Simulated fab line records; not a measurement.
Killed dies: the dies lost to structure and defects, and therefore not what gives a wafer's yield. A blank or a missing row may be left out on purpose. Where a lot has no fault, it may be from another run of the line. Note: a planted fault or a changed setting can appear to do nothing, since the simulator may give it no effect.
Comparing a struck lot with a sound one | flow sky130 | 17 out of 708 route steps
Sound: wafers L504.1, L504.2, L504.4. Struck: wafers L508.1, L508.2, L508.3. Last of all comes the cause.
Order at every step that has rows: each side's tool, ch and its chambers, its first start. Under that, the readings that differ: sound wafers | struck wafers | difference of the means | sigmas: that difference in standard deviations of wafers without a fault.
alike: words and numbers the same on both sides, and readings whose means are apart by under 2 such deviations; not compared: readings that were withheld, readings missing a value for some wafer, numbers with overlapping values and no deviation given by the record, and bounds like >300 which may hide the same value.
The two part at a step that has a row with sigmas, a row that says differs or no value, or rows on one side only. Numbers that don't overlap but have no deviation are shown without sigmas and don't part them. A reading missing from all wafers of one side parts the sides only when that side holds two or more wafers.

SKY_VT_ADJUST_HVTR_OVL_MEAS_08:
  sound on overlay-02 at day 12 17:57; struck on overlay-01 at day 14 16:20
  alike: VT_ADJUST_HVTR_OVL
following that, these wafers have no rows for 1 step: SKY_VT_ADJUST_HVTR_IMPLANT_09.
SKY_VT_ADJUST_HVTR_STRIP_10: strips in O2/N2.
  sound on plasma-asher-01 ch 0,1, day 12 18:08; struck on plasma-asher-02 ch 0,1, day 14 16:31
  alike: chamber-pressure-mTorr, drypump-motor-current-A, n2-flow-sccm, oes-product-au, strip-time-to-endpoint-s
  not compared: rf-hours-counter-h
SKY_VT_ADJUST_HVTR_TW_MEAS_11:
  sound on film-metro-01 at day 12 18:14; struck on film-metro-03 at day 14 16:37
  alike: VT_ADJUST_HVTR_TW
then, 7 steps without rows for these wafers: SKY_VT_ADJUST_PCH_DEHYDRATE_00 (time 60 s); SKY_VT_ADJUST_PCH_HMDS_01 (prime time 60 s); SKY_VT_ADJUST_PCH_COAT_02 (resist thk 3000 nm); SKY_VT_ADJUST_PCH_SOFTBAKE_03; SKY_VT_ADJUST_PCH_EXPOSE_04 (exposes mask NWM, target cd 840 nm); SKY_VT_ADJUST_PCH_PEB_05; SKY_VT_ADJUST_PCH_DEVELOP_06 (develop time 60 s).
SKY_VT_ADJUST_PCH_OVL_MEAS_07:
  sound on overlay-01 at day 13 19:37; struck on overlay-01 at day 15 18:46
  alike: VT_ADJUST_PCH_OVL
SKY_VT_ADJUST_PCH_IMPLANT_08:
  sound on implanter-02 ch 0, day 13 19:39; struck on implanter-02 ch 0, day 15 18:48
  reading            | sound                     | struck                       | difference | sigmas
  dose-ions-cm2      | 5.009e+11 5e+11 5.008e+11 | 3.44e+11 3.434e+11 3.435e+11 | -1.57e+11  | -99 or more
  faraday-current-uA | 2.77 2.79 2.81            | 1.96 1.93 1.90               | -0.86      | -15
SKY_VT_ADJUST_PCH_STRIP_09: strips in O2/N2.
  sound on plasma-asher-04 ch 0,1, day 13 19:48; struck on plasma-asher-04 ch 0,1, day 15 18:57
  alike: chamber-pressure-mTorr, drypump-motor-current-A, n2-flow-sccm, oes-product-au, strip-time-to-endpoint-s
  not compared: rf-hours-counter-h
SKY_VT_ADJUST_PCH_TW_MEAS_10:
  sound on film-metro-04 at day 13 19:54; struck on film-metro-04 at day 15 19:07
  reading          | sound             | struck            | difference | sigmas
  VT_ADJUST_PCH_TW | 141.3 140.3 141.2 | 128.6 128.8 128.5 | -12.3      | -9
then, 1 step without rows for these wafers: SKY_SONOS_TUNNEL_DEHYDRATE_00 (time 60 s).
-- record jumps: 34 days separate the struck wafers' starts on either side; left off in module SONOS_TUNNEL, taken up again in module PAD_OPEN, whose first shown step is the route's number 708 --
SKY_PAD_OPEN_PROBE_99:
  sound on prober-01 at day 48 12:38; struck on prober-02 at day 49 19:51
  reading                                   | sound                  | struck                  | difference | sigmas
  model.etest.pfet_01v8_lvt.drive-ua-um     | 175.4 174 173.5        | 168.9 168.2 169.4       | -5.5       |
  model.etest.pfet-g5v0d10v5.off-log10-a-um | -11.93 -12.06 -12.32   | -13.11 -13.05 -13.1     | -0.98      |
  model.etest.pfet_01v8_lvt.off-log10-a-um  | -8.826 -8.792 -8.584   | -9.227 -9.207 -9.413    | -0.548     |
  model.etest.pfet-g5v0d10v5.vt-sat-v (V)   | -0.5838 -0.5884 -0.617 | -0.7073 -0.6915 -0.6949 | -0.1015    |
  model.etest.pfet_16v.vt-v (V)             | -1.066 -1.081 -1.077   | -1.155 -1.158 -1.151    | -0.080     |
  model.etest.pfet-g5v0d10v5.vt-v (V)       | -0.7926 -0.7943 -0.821 | -0.8896 -0.8757 -0.8858 | -0.0811    |
  model.etest.pfet-g5v0d10v5.vt-long-v (V)  | -0.9052 -0.916 -0.9139 | -0.9836 -0.982 -0.9831  | -0.0712    |
  model.etest.pfet_01v8_lvt.vt-sat-v (V)    | -0.425 -0.4272 -0.4214 | -0.477 -0.4749 -0.4784  | -0.052     |
  alike: killed_at_M0_to_M3, killed_at_M4_up, killed-at-contacts, killed-at-front-end, killed-at-other, killed-dies, killed-open, killed-short

== WHERE THEY PART ==
Last at SKY_VT_ADJUST_PCH_TW_MEAS_10 as far as this record goes, first at SKY_VT_ADJUST_PCH_IMPLANT_08. Later steps at which nothing parts them and some readings are alike: SKY_PAD_OPEN_PROBE_99.

WHY: whatever the simulator had introduced
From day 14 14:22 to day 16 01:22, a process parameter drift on implanter-02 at SKY_VT_ADJUST_PCH_IMPLANT_08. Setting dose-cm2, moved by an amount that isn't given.
